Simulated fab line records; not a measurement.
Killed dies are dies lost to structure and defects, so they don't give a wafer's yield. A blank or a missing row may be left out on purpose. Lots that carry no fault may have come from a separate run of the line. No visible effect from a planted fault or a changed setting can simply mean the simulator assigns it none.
Split-lot trial + flow sky130 + on a route of 708 steps: 5 lots, 23 wafers read

## ABOUT THE SPLIT
At SKY_RES_XHIGH_IMPLANT_07, the setting doseCm2 was moved away from the recipe's 3.6e+14 on 8 of the 23 wafers read, by -2.8% to +5.0%. The other wafers ran this setting at the recipe's value.

## FROM THE SPLIT TO THE READING: what the file shows between them, 9 steps
- SKY_RES_XHIGH_STRIP_08: strips in O2/N2
- SKY_RES_XHIGH_TW_MEAS_09
- SKY_SD_N_SOFTBAKE_03: time 60 s (also split here: tempC)
- SKY_SD_N_EXPOSE_04: exposes mask NSDM, target cd 380 nm
- SKY_SD_N_PEB_05
- SKY_SD_N_IMPLANT_09
- SKY_SD_N_IMPLANT_10
- SKY_SD_N_STRIP_11: strips in O2/N2
- SKY_SD_N_CLEAN_13: cleans in SC1/SC2, time 150 s

## THE READING
Measured at SKY_SD_N_RS_MEAS_18 by four-point probe: RES_XHIGH_RS, in ohm/sq. Fault-free wafers of this fab line usually give 333.3 ohm/sq, standard deviation 1.3 ohm/sq.

| wafer  | tool, chamber at the split | doseCm2 as run | against the recipe | RES_XHIGH_RS, ohm/sq | against lot-mates on the recipe |
|--------|----------------------------|----------------|--------------------|----------------------|---------------------------------|
| L074.1 | implanter-03, 0            | 3.6e+14        | recipe             | 332.2                | -                               |
| L074.3 | implanter-03, 0            | 3.781e+14      | +5.0%              | 317.0                | -14.4                           |
| L074.4 | implanter-03, 0            | 3.781e+14      | +5.0%              | 317.5                | -13.9                           |
| L074.5 | implanter-03, 0            | 3.6e+14        | recipe             | 330.5                | -                               |
| L074.6 | implanter-03, 0            | 3.6e+14        | recipe             | 331.5                | -                               |
| L076.1 | implanter-02, 0            | 3.6e+14        | recipe             | 333.7                | -                               |
| L076.2 | implanter-02, 0            | 3.6e+14        | recipe             | 333.3                | -                               |
| L076.6 | implanter-02, 0            | 3.6e+14        | recipe             | 334.7                | -                               |
| L077.1 | implanter-03, 0            | 3.502e+14      | -2.7%              | 341.3                | +7.2                            |
| L077.3 | implanter-03, 0            | 3.502e+14      | -2.7%              | 340.3                | +6.2                            |
| L077.4 | implanter-03, 0            | 3.6e+14        | recipe             | 333.3                | -                               |
| L077.5 | implanter-03, 0            | 3.6e+14        | recipe             | 335.0                | -                               |
| L077.6 | implanter-03, 0            | 3.6e+14        | recipe             | 334.1                | -                               |
| L081.1 | implanter-02, 0            | 3.498e+14      | -2.8%              | 340.6                | +6.8                            |
| L081.2 | implanter-02, 0            | 3.6e+14        | recipe             | 334.9                | -                               |
| L081.3 | implanter-02, 0            | 3.6e+14        | recipe             | 333.2                | -                               |
| L081.4 | implanter-02, 0            | 3.498e+14      | -2.8%              | 340.6                | +6.8                            |
| L081.6 | implanter-02, 0            | 3.6e+14        | recipe             | 333.4                | -                               |
| L083.1 | implanter-02, 0            | 3.6e+14        | recipe             | 332.5                | -                               |
| L083.2 | implanter-02, 0            | 3.672e+14      | +2.0%              | 327.9                | -6.2                            |
| L083.3 | implanter-02, 0            | 3.672e+14      | +2.0%              | 327.9                | -6.2                            |
| L083.4 | implanter-02, 0            | 3.6e+14        | recipe             | 334.2                | -                               |
| L083.6 | implanter-02, 0            | 3.6e+14        | recipe             | 335.5                | -                               |

FIT RESULTS
A straight line over all 23 wafers: RES_XHIGH_RS changes by -2.96 ohm/sq for each +1% of doseCm2; r = -0.98; the points scatter about the line by 1.3 ohm/sq.
The same after taking each lot's own level away (the mean of its wafers on the recipe; 23 wafers): -2.69 ohm/sq for each +1%; r = -0.99; scatter 0.81 ohm/sq.
Per that fit: largest doseCm2 move, reading shift of 14 ohm/sq.
Across the lots, their own levels run from 331.40 to 334.13 ohm/sq, a range of 2.1 times the standard deviation given above.
Hence the lot-to-lot level has little effect on the slope; both slopes agree.
Check: for one of the wafers moved furthest among these (+5.0%), held out of the fit, the line's prediction against its lot-mates is -13.5 ohm/sq. It came out at -14.4 ohm/sq against them.

## OTHER SPLITS ON THESE WAFERS
These wafers also went through other splits before the reading. Each is held against what the fit with the lots' levels taken away leaves over:
| other split on the same wafers   | wafers away from the commonest value | r with RES_XHIGH_RS (lot level and that fit taken away) |
|----------------------------------|--------------------------------------|---------------------------------------------------------|
| SKY_LDD_P_DEVELOP_06 devTempC    | 8                                    | -0.05                                                   |
| SKY_LDD_HVN_IMPLANT_08 energyKev | 10                                   | -0.22                                                   |
| SKY_LDD_LDN_IMPLANT_10 energyKev | 8                                    | +0.23                                                   |
| SKY_SD_P_DEVELOP_06 developTimeS | 11                                   | +0.17                                                   |
| SKY_SD_N_SOFTBAKE_03 tempC       | 8                                    | -0.03                                                   |

## THE WHOLE CHAIN: every reading that the file lists as answering this split, in the file's order
| step                     | what it does                 | reading      | change (the file's fit)           | r (the file's) |
|--------------------------|------------------------------|--------------|-----------------------------------|----------------|
| SKY_RES_XHIGH_TW_MEAS_09 |                              | RES_XHIGH_TW | +4.78 for each +1% of the setting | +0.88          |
| SKY_SD_N_RS_MEAS_18      | measures by four-point-probe | RES_XHIGH_RS | -2.7 for each +1% of the setting  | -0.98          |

## THE FILE'S OWN FIT
RES_XHIGH_RS changes by -2.7 ohm/sq for each +1% of doseCm2, r = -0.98.
